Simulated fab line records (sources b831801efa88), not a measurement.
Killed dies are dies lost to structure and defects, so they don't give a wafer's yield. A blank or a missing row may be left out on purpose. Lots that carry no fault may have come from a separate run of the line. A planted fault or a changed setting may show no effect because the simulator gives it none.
Chamber matching ; flow gf180mcu ; rie_si-02 running GF_POLY_GATE_ETCH_13: 4 sister chambers
The step etches poly-Si in HBr/Cl2, stops on SiO2, target depth 198.5 nm, time 69.6 s. 14 wafers are shown with their chamber, then 7 later ones without.

== EACH WAFER AND ITS CHAMBER ==
wafer;chamber;oes_product_au (a.u.);throttle_valve_pct (%)
L953.1;1;0.997;33.690
L953.3;2;0.986;33.693
L953.4;0;0.993;33.671
L955.2;2;0.980;33.666
L955.3;1;1.006;33.677
L955.5;3;0.994;33.698
L958.1;3;0.998;33.685
L958.3;2;0.972;33.680
L958.5;1;0.986;33.696
L961.1;1;0.983;33.693
L961.3;3;0.991;33.677
L961.6;3;0.988;33.696
L965.2;1;0.990;33.688
L965.3;0;0.989;33.691

SIGNATURES, as means of the wafers listed above
reading;chamber 0;chamber 1;chamber 2;chamber 3;scatter within a chamber
oes_product_au;0.99100;0.99240;0.97933;0.99275;0.00709
throttle_valve_pct;33.68100;33.68880;33.67967;33.68900;0.0103
Rule: distance of a wafer from a chamber = root of the sum over the readings of ((wafer's reading minus chamber's mean) / reading's scatter) squared. The wafer belongs to the nearest chamber; if the next one is less than 2 further off, it can't be placed. The scatter: take each reading less its chamber's mean, square it, sum over the shown wafers, divide by the number of wafers less the number of chambers, and take the root.

== WAFERS MISSING THEIR CHAMBER ==
wafer;oes_product_au (a.u.);throttle_valve_pct (%)
L965.6;0.996;33.686
L968.3;0.986;33.678
L968.5;0.973;33.671
L968.6;0.979;33.681
L975.2;0.982;33.676
L975.5;0.980;33.703
L975.6;0.989;33.692

== CHAMBER TAKEN BY EACH ==
wafer;from the rows above;in truth
L965.6;can't be placed: 3 or 1 or 0 or 2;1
L968.3;can't be placed: 0 or 2 or 1 or 3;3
L968.5;can't be placed: 2 or 0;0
L968.6;can't be placed: 2 or 0 or 1 or 3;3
L975.2;can't be placed: 2 or 0 or 1 or 3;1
L975.5;can't be placed: 1 or 3 or 2 or 0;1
L975.6;can't be placed: 1 or 3 or 0 or 2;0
Correctly placed: 0 of 7. Not placeable from these rows: 7 (in 7, the candidates include the true chamber). Placed wrongly: 0.
